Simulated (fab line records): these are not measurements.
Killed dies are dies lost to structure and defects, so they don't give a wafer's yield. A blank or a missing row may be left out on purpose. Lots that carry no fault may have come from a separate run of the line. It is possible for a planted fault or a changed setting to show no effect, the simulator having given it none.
Chamber matching ; flow sky130 ; rie diel-02 running SKY_LI_CONTACT_ETCH_15: 4 sister chambers
The step etches PSG in C4F8/O2/Ar, stops on Si, target depth 600 nm. 4 wafers are shown with their chamber, then 8 later ones without.

## WAFERS WITH THEIR CHAMBER
wafer;chamber;oes product au (a.u.)
L298.5;0;0.835
L307.5;2;0.842
L307.6;1;0.836
L312.1;3;0.829

## WAFERS WITH NO CHAMBER GIVEN
wafer;oes product au (a.u.)
L312.4;0.831
L312.5;0.841
L313.1;0.834
L313.4;0.844
L313.5;0.827
L316.2;0.830
L316.3;0.833
L316.5;0.839

## THE CHAMBER EACH PASSED THROUGH
wafer;from the rows above;in truth
L312.4;can't be placed: 3 or 0 or 1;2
L312.5;2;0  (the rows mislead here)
L313.1;can't be placed: 0 or 1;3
L313.4;2;2
L313.5;3;3
L316.2;3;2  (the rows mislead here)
L316.3;can't be placed: 0 or 1 or 3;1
L316.5;can't be placed: 1 or 2 or 0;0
Correctly placed: 2 of 8. Not placeable from these rows: 4 (in 2, the candidates include the true chamber). 2 placed wrongly.
How it was worked out, from the rows above alone: a wafer's distance from a chamber is the root of the sum, over the readings, of the square of ((its reading less the chamber's mean) divided by the reading's scatter). The wafer belongs to the nearest chamber; if the next one is less than 2 further off, it can't be placed. A chamber's mean is the mean of its shown wafers. The scatter: root of mean squared gap, hidden wafer to nearest shown wafer, with one shown wafer a chamber.
